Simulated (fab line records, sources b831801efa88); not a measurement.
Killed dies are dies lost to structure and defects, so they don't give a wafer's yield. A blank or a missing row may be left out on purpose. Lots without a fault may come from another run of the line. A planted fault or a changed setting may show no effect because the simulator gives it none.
Which tool did it? | flow gf180mcu | 13 lots, 39 wafers sampled, at 5 steps of a route of 602

WHAT THE GAUGES READ, wafer by wafer
GF_STI_BOW_MEAS_00. Usual: INCOMING_BOW 0 um, standard deviation 6.9.
lot  | measured    | on            | INCOMING_BOW (um) | flag
L725 | day 1 10:01 | film_metro-02 | -2 -7 3           |
L726 | day 1 15:01 | film_metro-01 | 15 1 4            |
L727 | day 1 20:00 | film_metro-03 | -5 10 13          |
L728 | day 2 01:00 | film_metro-02 | -5 -16 6          |
L731 | day 2 16:04 | film_metro-01 | 12 -9 -3          |
L735 | day 3 12:04 | film_metro-01 | -8 0 4            |
L737 | day 3 22:00 | film_metro-01 | -5 0 -4           |
L738 | day 4 03:00 | film_metro-01 | -1 3 -11          |
L740 | day 4 13:04 | film_metro-02 | 11 -2 7           |
L742 | day 4 23:00 | film_metro-03 | 6 -7 -3           |
L744 | day 5 09:00 | film_metro-01 | 7 1 9             |
L746 | day 5 19:00 | film_metro-01 | -4 2 12           |
L748 | day 6 05:01 | film_metro-03 | 5 9 -4            |

GF_VT_IMPLANT_OVL_MEAS_07. Usual: VT_IMPLANT_OVL 0.5 nm, standard deviation 1.4.
lot  | measured     | on         | VT_IMPLANT_OVL (nm) | flag
L725 | day 5 13:56  | overlay-02 | -1.8 -2.3 -1.4      |
L726 | day 5 20:26  | overlay-02 | 0.2 0.3 0.3         |
L727 | day 6 02:53  | overlay-01 | 4.1 2.9 2.2         |
L728 | day 6 09:44  | overlay-01 | - - -               | OFF
L731 | day 7 02:26  | overlay-01 | -1.2 -0.5 0.3       |
L735 | day 8 03:59  | overlay-02 | -0.3 0.3 -1.6       |
L737 | day 8 16:14  | overlay-01 | 0.7 3.3 0.9         |
L738 | day 8 22:20  | overlay-01 | -0.6 2.2 0.6        |
L740 | day 9 11:21  | overlay-01 | 0.8 2.3 3.3         |
L742 | day 9 23:05  | overlay-02 | 2.0 1.3 1.7         |
L744 | day 10 12:19 | overlay-02 | 2.2 -1.7 0.5        |
L746 | day 10 23:41 | overlay-01 | -0.1 1.3 0.7        |
L748 | day 11 11:17 | overlay-02 | -0.3 1.3 -1.0       |

GF_VT_IMPLANT_TW_MEAS_10. Usual: VT_IMPLANT_TW 555, standard deviation 6.7.
lot  | measured     | on            | VT_IMPLANT_TW | flag
L725 | day 5 14:13  | film_metro-04 | 549 552 549   |
L726 | day 5 20:44  | film_metro-04 | 554 557 551   |
L727 | day 6 03:10  | film_metro-03 | 568 563 567   |
L728 | day 6 10:01  | film_metro-04 | 29 29 29      | OFF
L731 | day 7 02:44  | film_metro-04 | 553 548 549   |
L735 | day 8 04:17  | film_metro-04 | 548 550 549   |
L737 | day 8 16:31  | film_metro-04 | 552 552 551   |
L738 | day 8 22:38  | film_metro-03 | 568 566 564   |
L740 | day 9 11:39  | film_metro-01 | 550 550 550   |
L742 | day 9 23:22  | film_metro-04 | 552 554 556   |
L744 | day 10 12:37 | film_metro-01 | 554 551 552   |
L746 | day 10 23:58 | film_metro-04 | 557 553 554   |
L748 | day 11 11:35 | film_metro-04 | 551 551 552   |

GF_HV_LDD_CD_MEAS_19: target cd 400 nm. Usual: cd_nm 400.3 nm, standard deviation 2.2.
lot  | measured     | on        | cd_nm (nm)        | flag
L725 | day 10 18:48 | cd_sem-02 | 402.3 403.4 402.0 |
L726 | day 10 23:54 | cd_sem-02 | 401.2 399.1 399.0 |
L727 | day 11 10:44 | cd_sem-02 | 399.1 398.4 403.1 |
L731 | day 12 10:02 | cd_sem-01 | 403.8 402.7 401.6 |
L735 | day 14 00:05 | cd_sem-01 | 399.2 400.6 401.7 |
L737 | day 14 13:20 | cd_sem-01 | 396.1 395.7 395.3 |
L738 | day 14 21:46 | cd_sem-01 | 400.2 401.6 400.7 |
L740 | day 15 10:23 | cd_sem-02 | 401.1 403.0 402.5 |
L742 | day 16 02:31 | cd_sem-02 | 400.8 400.4 400.6 |
L744 | day 16 18:50 | cd_sem-02 | 399.6 402.4 397.4 |
L746 | day 17 07:13 | cd_sem-02 | 401.8 399.5 402.0 |
L748 | day 18 01:45 | cd_sem-02 | 397.4 398.0 399.6 |

WHICH TOOL RAN EACH LOT (tool, then ch and the chambers of the sampled wafers, then the start)
lot  | GF_VT_IMPLANT_EXPOSE_04
L725 | iline_stepper-02 ch 0, day 5 07:34
L726 | iline_stepper-01 ch 0, day 5 12:50
L727 | iline_stepper-01 ch 0, day 5 19:47
L728 | iline_stepper-02 ch 0, day 6 02:30
L731 | iline_stepper-02 ch 0, day 6 18:46
L735 | iline_stepper-01 ch 0, day 7 20:26
L737 | iline_stepper-02 ch 0, day 8 07:56
L738 | iline_stepper-02 ch 0, day 8 13:46
L740 | iline_stepper-01 ch 0, day 9 03:20
L742 | iline_stepper-01 ch 0, day 9 14:08
L744 | iline_stepper-02 ch 0, day 10 03:40
L746 | iline_stepper-02 ch 0, day 10 14:45
L748 | iline_stepper-02 ch 0, day 11 02:01
- GF_VT_IMPLANT_EXPOSE_04: exposes mask LVPWELL LV AREA, target cd 600 nm.

WHAT THE TOOLS THEMSELVES READ (means of the sampled wafers that have a number; where no wafer has one, the mark that the record gives instead)
The record holds no such reading with a usual standard deviation.

THE ANSWER, worked out from the rows above alone
Rule: a lot is off if the mean of its wafers that have a number lies more than 3 standard deviations from the usual mean. A lot without any number at a reading at which 4 lots or more have one is off too. The other lots that the step has rows for count as sound. The gauges are gone through in route order, then the tools' own readings, and for those a lot's mean is taken as printed above. The first step at which some lot is off is used, and at that step the reading that is off furthest; a lot without a number counts as furthest.
Off: L728, at GF_VT_IMPLANT_OVL_MEAS_07 (VT_IMPLANT_OVL). Without a number there: L728.
A tool fits if, at a process step before that reading, it ran every lot that is off, and no sound lot after the first of them. The gauges at GF_VT_IMPLANT_OVL_MEAS_07 aren't tried: what is off there is off at GF_VT_IMPLANT_TW_MEAS_10 too, on other tools, and a gauge's error can't cause that. None of those tried fits.

WHAT THE SIMULATOR HAD PUT IN
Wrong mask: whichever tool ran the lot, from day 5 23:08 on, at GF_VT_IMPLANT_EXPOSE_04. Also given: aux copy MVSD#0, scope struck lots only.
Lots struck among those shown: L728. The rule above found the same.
